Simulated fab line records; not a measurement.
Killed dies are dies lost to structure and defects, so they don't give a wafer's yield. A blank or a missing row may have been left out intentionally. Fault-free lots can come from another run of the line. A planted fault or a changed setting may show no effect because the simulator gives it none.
Comparing a struck lot with a sound one + flow sfqLine + 42 out of 325 route steps
Sound: wafers L491.3, L491.5, L491.6. The struck wafers were L488.3, L488.4, L488.5. At the end, the cause is stated.
At each step with rows: each side's tool, then ch and its chambers, then its first start. Under that, the readings that differ: sound wafers + struck wafers + difference of the means + sigmas: that difference in standard deviations of wafers without a fault.
alike: a reading whose means differ by less than 2 such deviations, as well as words and numbers matching on both sides. not compared: withheld readings; readings where some wafer has no value; bounds like >300 that might hide an equal value; numbers whose values overlap and for which the record gives no deviation.
A row with sigmas, a row that says differs or no value, or rows on one side alone: a step with any of these is where the two part. When numbers do not overlap yet have no deviation, they are printed without sigmas and do not part them. A reading that every wafer of one side lacks parts them only if that side has two wafers or more.

first, 1 step without rows for these wafers: SFQ_TRILAYER_I0_DEP_PECVD_027 (deposits SiO2 from SiH4/N2O, time 111.11 s, target thk 500 nm).
SFQ_TRILAYER_I0_CMP_CMP_028: polishes SiO2.
  sound on cmp-01 ch 0,1,3, day 13 07:41; struck on cmp-02 ch 0,1,2, day 12 08:17
  alike: edgeZonePressureFrac, motorCurrentA, platenRpm, timeToEndpointS
SFQ_I0_BOW_MEAS_907:
  sound on filmMetro-01, day 13 09:13; struck on filmMetro-04, day 12 10:50
  alike: I0_BOW
then, 7 steps without rows for these wafers: SFQ_TRILAYER_I0_METRO_MEASURE_029; SFQ_TRILAYER_I0_VIA_LITHO_COAT_036 (resist thk 62 nm); SFQ_TRILAYER_I0_VIA_LITHO_COAT_031 (resist thk 650 nm); SFQ_TRILAYER_I0_VIA_LITHO_SOFTBAKE_035; SFQ_TRILAYER_I0_VIA_LITHO_EXPOSE_032 (exposes mask I0, target cd 500 nm); SFQ_TRILAYER_I0_VIA_LITHO_PEB_034 (peb time 60 s); SFQ_TRILAYER_I0_VIA_LITHO_DEVELOP_033 (time 60 s).
-- the record jumps here: 2 days lie between the struck wafers' starts before and after --
SFQ_I0_OVL_MEAS_908:
  sound on overlay-01, day 15 10:38; struck on overlay-02, day 14 13:02
  alike: I0_OVL
SFQ_TRILAYER_I0_VIA_BARC_OPEN_VIA_ETCH_046: etches BARC in O2, target depth 125 nm, time 41.7 s.
  sound on rieDiel-01 ch 0,3, day 15 10:40; struck on rieDiel-01 ch 1,3, day 14 13:04
  alike: biasW, chamberPressureMTorr, drypumpMotorCurrentA, oesProductAu, rfFwdPowerW
  not compared: rfHoursCounterH
SFQ_TRILAYER_I0_VIA_ETCH_VIA_ETCH_034: etches SiO2 in CHF3, stops on Nb, target depth 260 nm.
  sound on rieDiel-01 ch 0,3, day 15 10:42; struck on rieDiel-01 ch 1,3, day 14 13:06
  no value came back on the struck wafers for any of 5 readings (biasW (W), chamberPressureMTorr (mTorr) and others); on the sound wafers biasW (W) reads 80.26 79.76 79.96
| reading                                                | sound             | struck            | difference | sigmas |
|--------------------------------------------------------|-------------------|-------------------|------------|--------|
| model.KrF_of_TRILAYER_I0_VIA_LITHO_COAT_031.thkNm (nm) | 530.1 527.9 529.2 | 574.2 571.7 573.7 | +44.1      |        |
then, 3 steps without rows for these wafers: SFQ_TRILAYER_I0_VIA_STRIP_STRIP_035 (strips in O2); SFQ_TRILAYER_I0_VIA_STRIP_SOLV_CLEAN_036 (cleans in NMP, time 600 s); SFQ_TRILAYER_M1_DEP_PRE_CLEAN_038 (time 22.5 s).
SFQ_TRILAYER_M1_DEP_SPUTTER_037: material Nb, target thk 200 nm, time 133.3 s.
  sound on pvdSputter-06, day 15 11:37; struck on pvdSputter-05, day 14 14:01
  alike: throttleValvePct
SFQ_M1_RS_MEAS_909: the measuring method here is four-point-probe.
  sound on filmMetro-04, day 15 11:45; struck on filmMetro-01, day 14 14:09
  alike: M1_NB_RS
then, 6 steps without rows for these wafers: SFQ_TRILAYER_M1_LITHO_COAT_044 (resist thk 62 nm); SFQ_TRILAYER_M1_LITHO_COAT_039 (resist thk 600 nm); SFQ_TRILAYER_M1_LITHO_SOFTBAKE_043; SFQ_TRILAYER_M1_LITHO_EXPOSE_040 (exposes mask M1, target cd 500 nm); SFQ_TRILAYER_M1_LITHO_PEB_042 (peb time 60 s); SFQ_TRILAYER_M1_LITHO_DEVELOP_041 (time 60 s).
-- the record jumps here: 2 days lie between the struck wafers' starts before and after --
SFQ_M1_OVL_MEAS_911:
  sound on overlay-01, day 17 22:46; struck on overlay-01, day 17 00:25
  alike: M1_OVL
then, 1 step without rows for these wafers: SFQ_TRILAYER_M1_BARC_OPEN_METAL_ETCH_054 (etches BARC in O2, target depth 125 nm, time 41.7 s).
SFQ_TRILAYER_M1_ETCH_METAL_ETCH_042: etches Nb in Cl2/Ar, stops on SiO2, target depth 240 nm, time 120 s.
  sound on rieMetal-04 ch 0,1, day 17 22:53; struck on rieMetal-02 ch 0,1, day 17 00:32
  alike: biasW, chamberPressureMTorr, drypumpMotorCurrentA, oesProductAu, rfFwdPowerW
  not compared: rfHoursCounterH
then, 3 steps without rows for these wafers: SFQ_TRILAYER_M1_STRIP_STRIP_043 (strips in O2); SFQ_TRILAYER_M1_STRIP_SOLV_CLEAN_044 (cleans in NMP, time 600 s); SFQ_TRILAYER_I1_DEP_PECVD_045 (deposits SiO2 from SiH4/N2O, time 111.11 s, target thk 500 nm).
SFQ_TRILAYER_I1_CMP_CMP_046: polishes SiO2.
  sound on cmp-01 ch 2,3, day 18 06:16; struck on cmp-02 ch 2,3, day 17 01:28
  alike: edgeZonePressureFrac, motorCurrentA, platenRpm, timeToEndpointS
SFQ_I1_BOW_MEAS_912:
  sound on filmMetro-01, day 18 09:18; struck on filmMetro-02, day 17 04:31
  alike: I1_BOW
then, 7 steps without rows for these wafers: SFQ_TRILAYER_I1_METRO_MEASURE_047; SFQ_TRILAYER_I1_VIA_LITHO_COAT_054 (resist thk 62 nm); SFQ_TRILAYER_I1_VIA_LITHO_COAT_049 (resist thk 650 nm); SFQ_TRILAYER_I1_VIA_LITHO_SOFTBAKE_053; SFQ_TRILAYER_I1_VIA_LITHO_EXPOSE_050 (exposes mask I1, target cd 500 nm); SFQ_TRILAYER_I1_VIA_LITHO_PEB_052 (peb time 60 s); SFQ_TRILAYER_I1_VIA_LITHO_DEVELOP_051 (time 60 s).
-- the record jumps here: 5 days lie between the struck wafers' starts before and after --
SFQ_I1_OVL_MEAS_913:
  sound on overlay-02, day 22 23:07; struck on overlay-01, day 21 19:25
  alike: I1_OVL
then, 1 step without rows for these wafers: SFQ_TRILAYER_I1_VIA_BARC_OPEN_VIA_ETCH_071 (etches BARC in O2, target depth 125 nm, time 41.7 s).
-- the record jumps here: 72 days lie between the struck wafers' starts before and after --
SFQ_M8_BOW_MEAS_951:
  sound on filmMetro-01, day 94 01:55; struck on filmMetro-01, day 93 18:43
| reading                | sound             | struck            | difference | sigmas |
|------------------------|-------------------|-------------------|------------|--------|
| model.etest.i0.linkOhm | 1.963 1.966 1.967 | 1e+06 1e+06 1e+06 | +1e+06     |        |
  alike: M8_BOW

== WHERE THEY PART ==
SFQ_TRILAYER_I0_VIA_ETCH_VIA_ETCH_034 only, going by this record. Later steps at which nothing parts them and some readings are alike: SFQ_TRILAYER_M1_DEP_SPUTTER_037, SFQ_M1_RS_MEAS_909, SFQ_M1_OVL_MEAS_911, SFQ_TRILAYER_M1_ETCH_METAL_ETCH_042, SFQ_TRILAYER_I1_CMP_CMP_046, SFQ_I1_BOW_MEAS_912, SFQ_I1_OVL_MEAS_913, SFQ_M8_BOW_MEAS_951.

WHY: what had been put in by the simulator
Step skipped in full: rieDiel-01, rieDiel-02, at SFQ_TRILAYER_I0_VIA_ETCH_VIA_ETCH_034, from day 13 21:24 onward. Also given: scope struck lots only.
